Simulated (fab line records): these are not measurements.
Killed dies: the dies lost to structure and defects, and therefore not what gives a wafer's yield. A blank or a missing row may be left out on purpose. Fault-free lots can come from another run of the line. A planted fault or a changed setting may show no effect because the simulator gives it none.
Which tool was responsible? -- flow gf180mcu -- 13 lots, 37 wafers sampled, at 5 steps of a route of 602

## WHAT THE GAUGES SHOWED, per wafer
GF_M4_RS_MEAS_05: measurement is done with a four-point probe.
lot,measured,on,M4_ALCU_RS (ohm/sq)
L562,day 22 11:57,film metro-04,0.0709 0.0683 0.0707
L563,day 22 19:52,film metro-03,0.0687 0.0681 0.0696
L565,day 23 09:45,film metro-03,0.0695 0.0688 0.0697
L566,day 23 22:24,film metro-03,0.0706 0.0710 0.0716
L571,day 25 17:23,film metro-01,0.0711 0.0715
L572,day 25 19:28,film metro-03,0.0695 0.0701
L577,day 27 14:46,film metro-03,0.0695 0.0693 0.0687
L580,day 28 10:11,film metro-04,0.0688 0.0692 0.0691
L581,day 28 16:38,film metro-01,0.0708 0.0685 0.0686
L582,day 28 19:43,film metro-01,0.0704 0.0711 0.0694
L583,day 29 03:33,film metro-01,0.0731 0.0711 0.0717
L584,day 29 11:10,film metro-03,0.0702 0.0701 0.0692
L585,day 29 18:32,film metro-01,0.0714 0.0692 0.0699

GF_M4_CD_MEAS_14: target cd 280 nm.
lot,measured,on,cd nm (nm)
L562,day 23 10:34,cd sem-01,279.9 281.6 280.1
L563,day 23 18:39,cd sem-02,278.2 277.5 278.0
L565,day 24 07:44,cd sem-02,281.7 281.4 281.2
L566,day 24 20:30,cd sem-02,280.3 278.0 278.5
L571,day 26 13:57,cd sem-02,277.8 257.0 278.3 256.6
L572,day 26 16:23,cd sem-02,280.8 258.6 280.9 258.4
L577,day 28 09:34,cd sem-01,278.4 277.5 279.4
L580,day 29 05:06,cd sem-02,278.4 278.1 280.6
L581,day 29 11:24,cd sem-01,279.6 280.4 279.4
L582,day 29 14:30,cd sem-02,281.6 282.3 280.0
L583,day 29 22:01,cd sem-02,281.0 281.7 282.4
L584,day 30 05:20,cd sem-02,283.3 282.7 283.5
L585,day 30 13:15,cd sem-02,281.3 281.9 281.7

## EACH LOT AND THE TOOL THAT RAN IT (in order: tool; ch and the chambers of the sampled wafers; start)
lot,GF_V3_ETCH_16,GF_M4_SPUTTER_01,GF_M4_EXPOSE_11
L562,"rie diel-03 ch 0,1,2, day 22 10:22","pvd sputter-04, day 22 11:49","krf scanner-02 ch 0, day 22 23:20"
L563,"rie diel-02 ch 0,1, day 22 18:16","pvd sputter-03, day 22 19:45","krf scanner-01 ch 0, day 23 07:34"
L565,"rie diel-03 ch 0,1,3, day 23 08:07","pvd sputter-01, day 23 09:38","krf scanner-01 ch 0, day 23 20:46"
L566,"rie diel-03 ch 0,2,3, day 23 20:48","pvd sputter-04, day 23 22:17","krf scanner-01 ch 0, day 24 09:54"
L571,"rie diel-04 ch 0,3, day 25 15:49","pvd sputter-04, day 25 17:16","krf scanner-01 ch 0, day 26 04:01"
L572,"rie diel-02 ch 0,3, day 25 17:34","pvd sputter-03, day 25 19:21","krf scanner-01 ch 0, day 26 06:00"
L577,"rie diel-04 ch 0,3, day 27 12:49","pvd sputter-03, day 27 14:38","krf scanner-02 ch 0, day 28 00:17"
L580,"rie diel-02 ch 0,1,3, day 28 08:36","pvd sputter-01, day 28 10:04","krf scanner-02 ch 0, day 28 19:31"
L581,"rie diel-02 ch 0,1,2, day 28 15:03","pvd sputter-01, day 28 16:31","krf scanner-02 ch 0, day 29 02:21"
L582,"rie diel-04 ch 0,2,3, day 28 17:48","pvd sputter-04, day 28 19:36","krf scanner-01 ch 0, day 29 05:46"
L583,"rie diel-02 ch 1,2, day 29 01:49","pvd sputter-04, day 29 03:23","krf scanner-01 ch 0, day 29 12:55"
L584,"rie diel-02 ch 0,2, day 29 09:12","pvd sputter-04, day 29 11:00","krf scanner-02 ch 0, day 29 20:22"
L585,"rie diel-02 ch 1, day 29 16:53","pvd sputter-01, day 29 18:24","krf scanner-01 ch 0, day 30 04:31"
- GF_V3_ETCH_16: etches BARC in N2/H2.
- GF_M4_SPUTTER_01: material TiN, target thk 30 nm, time 25 s.
- GF_M4_EXPOSE_11: exposes mask Metal4, target cd 280 nm.

## WHAT THE TOOLS THEMSELVES READ (means of the sampled wafers that have a number; where no wafer has one, the mark that the record gives instead)
GF_V3_ETCH_16.
lot,tool,drypump motor current A (A),oes product au (a.u.),throttle valve pct (%)
L562,rie diel-03,5.8,0.856,13.220
L563,rie diel-02,5.4,0.856,13.231
L565,rie diel-03,5.8,0.856,13.235
L566,rie diel-03,5.8,0.850,13.222
L571,rie diel-04,5.4,0.863,13.237
L572,rie diel-02,5.9,0.857,13.229
L577,rie diel-04,5.5,0.854,13.235
L580,rie diel-02,5.7,0.854,13.224
L581,rie diel-02,5.8,0.852,13.219
L582,rie diel-04,5.5,0.852,13.228
L583,rie diel-02,6.0,0.852,13.232
L584,rie diel-02,5.9,0.855,13.231
L585,rie diel-02,5.3,0.859,13.228

GF_M4_SPUTTER_01.
lot,tool,throttle valve pct (%)
L562,pvd sputter-04,31.3
L563,pvd sputter-03,30.1
L565,pvd sputter-01,30.6
L566,pvd sputter-04,30.9
L571,pvd sputter-04,31.9
L572,pvd sputter-03,29.8
L577,pvd sputter-03,29.9
L580,pvd sputter-01,29.5
L581,pvd sputter-01,30.0
L582,pvd sputter-04,30.9
L583,pvd sputter-04,30.7
L584,pvd sputter-04,30.4
L585,pvd sputter-01,30.2

## THE ANSWER, worked out from the rows above alone
Rule: usual is defined by the lots themselves. The widest of any qualifying gaps counts: lots, ordered by their means at a reading, are off when they make up no more than a third of the lots, leave a main group of 4 or more, and stand apart from it by 3 or more times the standard deviation of that group's means. The tables above print the reading to a certain number of digits; a main group whose means all agree to those digits is not used. Also off: a lot with no number at a reading for which 4 or more lots have one. All remaining lots with rows at the step are treated as sound. After the gauges, taken in route order, come the tools' own readings; for these a lot's mean is taken, as printed above. The first step at which some lot is off is used, and at that step the reading that is off furthest; a lot without a number counts as furthest.
Off: L571, L572, at GF_M4_CD_MEAS_14 (cd nm). For the main group the mean is 280.4 nm and the standard deviation 1.6.
A tool fits if, at a process step before that reading, it ran every lot that is off, and no sound lot after the first of them. The gauges at GF_M4_CD_MEAS_14 are tried like those tools. None of those tried fits.

## WHAT HAD BEEN PUT IN BY THE SIMULATOR
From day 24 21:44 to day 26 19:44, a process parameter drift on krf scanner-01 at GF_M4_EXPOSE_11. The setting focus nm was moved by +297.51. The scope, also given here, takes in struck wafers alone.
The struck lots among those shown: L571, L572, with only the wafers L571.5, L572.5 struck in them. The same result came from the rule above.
